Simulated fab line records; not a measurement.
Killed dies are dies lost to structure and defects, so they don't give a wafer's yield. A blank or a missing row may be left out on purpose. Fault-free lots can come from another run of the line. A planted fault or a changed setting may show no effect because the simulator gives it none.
fab line records	flow sky130
record lots=14	wafers=42	last-day=50
route steps=708 shown SD_P@327 SD_N@352 LI_CONTACT@363
lots with no fault: from the same line, run without faults
start-h: start of the lot's first displayed wafer, in hours after the record's first day	wait-h: hours from the lot's prior step to this one	" as in the row above	L1.1+2: one row covering several wafers at once	- no value, or no start was given	* or withheld: withheld	< > ~ a bound
route shown NAME@n: NAME is a module with steps in the file, n the number in the route of the first one	usual: average and standard deviation across the fault-free wafers	same: alike in all rows	chamber/n: place in a boat	sites: each site's reading	_std_site: the standard deviation of these	_edge_site: the outer-site mean with the inner-site mean subtracted	radius-mm: how far each site lies from the wafer's centre	mask NAME#n: copy n	behind: the last tool/chamber to shape the wafer	hold: why the lot was held/for how many hours/how that ended	device: the transistor (n, p or np) that didn't switch	end of line: tests of these same wafers at the route's end	where a step has no rows: the recipe by itself	killed: dies lost to structure and defects at the first sort, not the wafer's yield	map: shows each die of a wafer: x if killed, . if not, _ if none is there
set.NAME: the setting the step ran with; set.NAME@STEP: the setting that earlier step ran with	model.NAME: the simulator's own value behind a step, which no gauge read
one table for each step of the route and one row for each wafer, over a sample of lots
services: when a tool's chamber went out of use (start-h, in hours from the record's first day, below 0 if earlier), for how many hours, and the reason
## steps
# step SKY_SD_P_CD_MEAS_07
# recipe target-cd-nm=380
# usual cd-nm=379/3
lot.wafer	tool	chamber	start-h	wait-h	cd-nm
L254.3	cd-sem-01	-	631.84	0.1	379
L254.5	"	-	"	"	377
L254.6	"	-	"	"	381
L255.1	cd-sem-01	-	637.79	0.1	382
L255.4	"	-	"	"	378
L255.5	"	-	"	"	381
L253.1	cd-sem-01	-	638.34	0.1	378
L253.3	"	-	"	"	377
L253.5	"	-	"	"	378
L260.4	cd-sem-01	-	654.46	0.1	380
L260.5	"	-	"	"	379
L260.6	"	-	"	"	378
L261.3	cd-sem-02	-	666.49	0.1	378
L261.4	"	-	"	"	378
L261.5	"	-	"	"	378
L262.3	cd-sem-02	-	678.18	0.1	381
L262.5	"	-	"	"	384
L262.6	"	-	"	"	381
L265.1	cd-sem-02	-	696.61	0.2	382
L265.3	"	-	"	"	383
L265.5	"	-	"	"	380
L266.3	cd-sem-02	-	703.64	0.1	380
L266.4	"	-	"	"	380
L266.6	"	-	"	"	383
L268.1	cd-sem-01	-	719.94	0.1	378
L268.2	"	-	"	"	380
L268.3	"	-	"	"	380
L270.1	cd-sem-02	-	735.50	0.1	382
L270.3	"	-	"	"	383
L270.4	"	-	"	"	383
L271.1	cd-sem-02	-	742.85	0.1	378
L271.4	"	-	"	"	374
L271.6	"	-	"	"	375
L272.1	cd-sem-02	-	750.19	0.1	373
L272.2	"	-	"	"	372
L272.4	"	-	"	"	375
L274.4	cd-sem-01	-	767.50	0.1	381
L274.5	"	-	"	"	380
L274.6	"	-	"	"	381
L275.1	cd-sem-02	-	769.74	0.1	383
L275.3	"	-	"	"	384
L275.4	"	-	"	"	384
# step SKY_SD_P_STRIP_10
# recipe chemistry=O2/N2	power-w=1400	pressure-mtorr=1500	platen-temp-c=withheld	o2-flow-sccm=3000	n2-flow-sccm=300	overash-fraction=0.5
# usual drypump-motor-current-A=6.0/0.5	oes-product-au=0.618/0.0046	strip-time-to-endpoint-s=17.50/0.044
lot.wafer	tool	chamber	start-h	wait-h	drypump-motor-current-A	oes-product-au	rf-hours-counter-h	strip-time-to-endpoint-s
L254.3	plasma-asher-04	1	632.14	0.1	6.8	0.619	-	17.54
L254.5	"	1	"	"	6.8	0.613	-	17.54
L254.6	"	0	"	"	6.3	0.615	-	17.57
L255.1	plasma-asher-01	0	638.10	0.1	5.7	0.622	20	17.46
L255.4	"	1	"	"	6.3	0.617	-	17.45
L255.5	"	0	"	"	5.7	0.608	-	17.43
L253.1	plasma-asher-04	1	638.65	0.1	6.8	0.625	92	17.54
L253.3	"	1	"	"	6.8	0.615	-	17.53
L253.5	"	0	"	"	6.3	0.616	-	17.55
L260.4	plasma-asher-03	0	654.74	0.1	5.4	0.615	-	17.55
L260.5	"	1	"	"	5.6	0.622	-	17.50
L260.6	"	0	"	"	5.4	0.622	-	17.50
L261.3	plasma-asher-03	0	666.79	0.1	5.5	0.614	-	17.45
L261.4	"	1	"	"	5.6	0.622	-	17.44
L261.5	"	1	"	"	5.6	0.620	-	17.47
L262.3	plasma-asher-04	1	678.48	0.1	6.8	0.613	-	17.46
L262.5	"	1	"	"	6.8	0.626	-	17.52
L262.6	"	0	"	"	6.3	0.623	-	17.47
L265.1	plasma-asher-01	1	696.92	0.1	6.3	0.611	26	17.49
L265.3	"	0	"	"	5.7	0.610	-	17.46
L265.5	"	0	"	"	5.7	0.615	-	17.52
L266.3	plasma-asher-04	0	703.94	0.1	6.3	0.612	-	17.44
L266.4	"	1	"	"	6.8	0.611	-	17.47
L266.6	"	0	"	"	6.3	0.624	-	17.48
L268.1	plasma-asher-01	1	720.25	0.1	6.3	0.619	28	17.59
L268.2	"	0	"	"	5.7	0.624	28	17.59
L268.3	"	0	"	"	5.7	0.627	-	17.58
L270.1	plasma-asher-03	1	735.81	0.1	5.6	0.620	90	17.53
L270.3	"	1	"	"	5.6	0.621	-	17.51
L270.4	"	0	"	"	5.5	0.617	-	17.48
L271.1	plasma-asher-03	0	743.16	0.1	5.5	0.622	91	17.47
L271.4	"	0	"	"	5.5	0.613	-	17.44
L271.6	"	1	"	"	5.6	0.616	-	17.47
L272.1	plasma-asher-03	1	750.50	0.1	5.6	0.617	92	17.55
L272.2	"	0	"	"	5.5	0.615	92	17.51
L272.4	"	0	"	"	5.4	0.611	-	17.56
L274.4	plasma-asher-03	0	767.78	0.1	5.5	0.619	-	17.48
L274.5	"	1	"	"	5.6	0.618	-	17.54
L274.6	"	0	"	"	5.5	0.606	-	17.46
L275.1	plasma-asher-03	1	770.05	0.1	5.6	0.621	94	17.47
L275.3	"	0	"	"	5.5	0.617	-	17.46
L275.4	"	1	"	"	5.6	0.621	-	17.49
# step SKY_SD_N_IMPLANT_10
# recipe species=P	energy-kev=20	dose-cm2=1e+14	tilt-deg=0
# usual beam-energy-keV=20.000/0.0067	beam-on-s=12.6/1.6
lot.wafer	tool	chamber	start-h	wait-h	beam-energy-keV	beam-on-s
L254.3	implanter-03	0	688.15	0.1	20.005	12.7
L254.5	"	0	"	"	19.995	13.0
L254.6	"	0	"	"	20.005	13.2
L255.1	implanter-02	0	693.90	0.1	20.007	13.9
L255.4	"	0	"	"	19.996	13.5
L255.5	"	0	"	"	19.998	13.8
L253.1	implanter-01	0	694.30	0.1	20.007	10.0
L253.3	"	0	"	"	20.005	10.0
L253.5	"	0	"	"	19.998	10.0
L260.4	implanter-02	-	712.08	0.1	-	-
L260.5	"	-	"	"	-	-
L260.6	"	-	"	"	-	-
L261.3	implanter-03	-	722.50	0.1	-	-
L261.4	"	-	"	"	-	-
L261.5	"	-	"	"	-	-
L262.3	implanter-03	0	734.30	0.1	19.998	13.1
L262.5	"	0	"	"	20.009	13.6
L262.6	"	0	"	"	20.005	13.3
L265.1	implanter-03	0	753.20	0.1	20.002	13.0
L265.3	"	0	"	"	20.002	13.3
L265.5	"	0	"	"	20.004	12.9
L266.3	implanter-02	0	759.45	0.1	19.989	13.6
L266.4	"	0	"	"	19.997	14.2
L266.6	"	0	"	"	20.003	13.9
L268.1	implanter-03	0	773.95	0.1	19.996	13.1
L268.2	"	0	"	"	19.993	13.4
L268.3	"	0	"	"	19.993	13.2
L270.1	implanter-02	0	788.25	0.1	20.008	13.5
L270.3	"	0	"	"	20.011	14.1
L270.4	"	0	"	"	20.007	13.9
L271.1	implanter-01	0	796.55	0.1	19.998	10.0
L271.4	"	0	"	"	20.006	10.0
L271.6	"	0	"	"	19.996	10.1
L272.1	implanter-03	0	803.70	0.1	20.001	13.1
L272.2	"	0	"	"	19.996	13.5
L272.4	"	0	"	"	20.000	13.3
L274.4	implanter-03	0	821.97	0.1	19.994	13.0
L274.5	"	0	"	"	19.997	13.5
L274.6	"	0	"	"	20.002	13.2
L275.1	implanter-02	0	823.60	0.1	20.005	13.6
L275.3	"	0	"	"	20.004	13.6
L275.4	"	0	"	"	20.002	14.2
# step SKY_SD_N_RS_MEAS_16
# recipe thk-meas-gauge=four-point-probe
# usual SD_N_RS=68.57/0.13
lot.wafer	tool	chamber	start-h	wait-h	hold	SD_N_RS[ohm/sq]
L254.3	film-metro-02	-	688.67	0.1	-	68.70
L254.5	"	-	"	"	-	68.67
L254.6	"	-	"	"	-	68.65
L255.1	film-metro-02	-	694.43	0.1	-	68.53
L255.4	"	-	"	"	-	68.48
L255.5	"	-	"	"	-	68.58
L253.1	film-metro-04	-	694.84	0.1	-	68.56
L253.3	"	-	"	"	-	68.41
L253.5	"	-	"	"	-	68.63
L260.4	film-metro-04	-	712.60	0.1	await-dispo/0.2h/release	70.63
L260.5	"	-	"	"	await-dispo/0.2h/release	70.56
L260.6	"	-	"	"	await-dispo/0.2h/release	70.73
L260.4	film-metro-04	-	712.96	0.3	-	70.63
L260.5	"	-	"	"	-	70.54
L260.6	"	-	"	"	-	70.68
L261.3	film-metro-01	-	723.08	0.1	await-dispo/0.2h/release	70.73
L261.4	"	-	"	"	await-dispo/0.2h/release	70.80
L261.5	"	-	"	"	await-dispo/0.2h/release	70.82
L261.3	film-metro-01	-	723.44	0.3	-	70.82
L261.4	"	-	"	"	-	70.69
L261.5	"	-	"	"	-	70.92
L262.3	film-metro-04	-	734.83	0.1	-	68.51
L262.5	"	-	"	"	-	68.58
L262.6	"	-	"	"	-	68.54
L265.1	film-metro-02	-	753.73	0.1	-	68.54
L265.3	"	-	"	"	-	68.42
L265.5	"	-	"	"	-	68.37
L266.3	film-metro-01	-	759.98	0.1	-	68.73
L266.4	"	-	"	"	-	68.61
L266.6	"	-	"	"	-	68.71
L268.1	film-metro-04	-	774.48	0.1	-	68.38
L268.2	"	-	"	"	-	68.31
L268.3	"	-	"	"	-	68.46
L270.1	film-metro-01	-	788.78	0.1	-	68.85
L270.3	"	-	"	"	-	68.81
L270.4	"	-	"	"	-	68.54
L271.1	film-metro-01	-	797.09	0.1	-	68.63
L271.4	"	-	"	"	-	68.58
L271.6	"	-	"	"	-	68.58
L272.1	film-metro-02	-	804.23	0.1	-	68.86
L272.2	"	-	"	"	-	68.76
L272.4	"	-	"	"	-	68.76
L274.4	film-metro-01	-	822.49	0.1	-	68.70
L274.5	"	-	"	"	-	68.65
L274.6	"	-	"	"	-	68.74
L275.1	film-metro-04	-	824.13	0.1	-	68.67
L275.3	"	-	"	"	-	68.46
L275.4	"	-	"	"	-	68.50
# step SKY_LI_CONTACT_THK_MEAS_01
# recipe reads=PSG_of_LI_CONTACT_HDPCVD_00
# usual LI_CONTACT_HDPCVD_THK=920/10
lot.wafer	tool	chamber	start-h	wait-h	LI_CONTACT_HDPCVD_THK[nm]
L254.3	film-metro-01	-	689.13	0.1	921
L254.5	"	-	"	"	902
L254.6	"	-	"	"	913
L255.1	film-metro-02	-	694.91	0.1	917
L255.4	"	-	"	"	917
L255.5	"	-	"	"	907
L253.1	film-metro-02	-	695.32	0.1	937
L253.3	"	-	"	"	912
L253.5	"	-	"	"	917
L262.3	film-metro-02	-	735.29	0.1	933
L262.5	"	-	"	"	933
L262.6	"	-	"	"	929
L265.1	film-metro-02	-	754.21	0.1	915
L265.3	"	-	"	"	925
L265.5	"	-	"	"	921
L266.3	film-metro-01	-	760.44	0.1	928
L266.4	"	-	"	"	927
L266.6	"	-	"	"	925
L268.1	film-metro-04	-	774.96	0.1	912
L268.2	"	-	"	"	920
L268.3	"	-	"	"	916
L270.1	film-metro-04	-	789.26	0.1	913
L270.3	"	-	"	"	926
L270.4	"	-	"	"	920
L271.1	film-metro-02	-	797.57	0.1	925
L271.4	"	-	"	"	933
L271.6	"	-	"	"	927
L272.1	film-metro-02	-	804.76	0.1	917
L272.2	"	-	"	"	946
L272.4	"	-	"	"	934
L274.4	film-metro-02	-	822.94	0.0	907
L274.5	"	-	"	"	916
L274.6	"	-	"	"	900
L275.1	film-metro-01	-	824.61	0.1	909
L275.3	"	-	"	"	908
L275.4	"	-	"	"	899
## services
tool	chamber	start-h	hours	kind
implanter-03	-	642.14	2.9	repair
implanter-01	-	654.39	4.3	repair
implanter-01	-	654.88	1.1	repair
implanter-03	-	662.09	4.0	repair
implanter-02	-	694.94	3.5	pm
plasma-asher-03	-	710.60	2.8	repair
implanter-03	-	710.96	2.2	repair
plasma-asher-04	-	733.75	9.0	pm
plasma-asher-04	0	733.75	9.0	vent-cycle
plasma-asher-04	1	733.75	9.0	vent-cycle
plasma-asher-01	-	734.53	14.6	pm
plasma-asher-04	0	742.75	-	clean
plasma-asher-04	1	742.75	-	clean
## key
first-sign step=SKY_SD_N_IMPLANT_10	reading=tool-record	direction=missing
effect step=SKY_SD_N_RS_MEAS_16	reading=visit	direction=added
effect step=SKY_SD_N_RS_MEAS_16	reading=SD_N_RS	direction=up	sigmas=16	usual=68.57	struck=70.71
met-at SKY_SD_N_IMPLANT_10
struck-lots L260,L261
rows-end L261.3
later-rows-left-out L260.4,L260.5,L260.6,L261.4,L261.5
sort-left-out L260.4,L260.5,L260.6,L261.4,L261.5
tester-left-out L260,L261
not-acting-at SKY_SD_P_CD_MEAS_07,SKY_SD_P_STRIP_10,SKY_LI_CONTACT_THK_MEAS_01
onset-between 693.90 712.08
fault kind=skipped-step-whole	tool=implanter-02,implanter-03	chamber=-	onset-h=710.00	steps=SKY_SD_N_IMPLANT_10	scope=struck-lots-only
# tester-left-out: of these lots the tester's yield and bins aren't shown, on N5 and GAA mostly nor the transistor test; their killed dies are dies lost to structure and defects alone, not to doping, threshold or leakage, so they don't give the yield
# sort-left-out: the simulated sort isn't trusted on such a fault, so these wafers' sort isn't shown, and their yield isn't known
# later-rows-left-out: the simulator's readings of these wafers behind a module that went badly wrong aren't trusted and aren't shown, but for the sort
# rows-end: these wafers met a further fault down the route, and their rows from its step on are left out
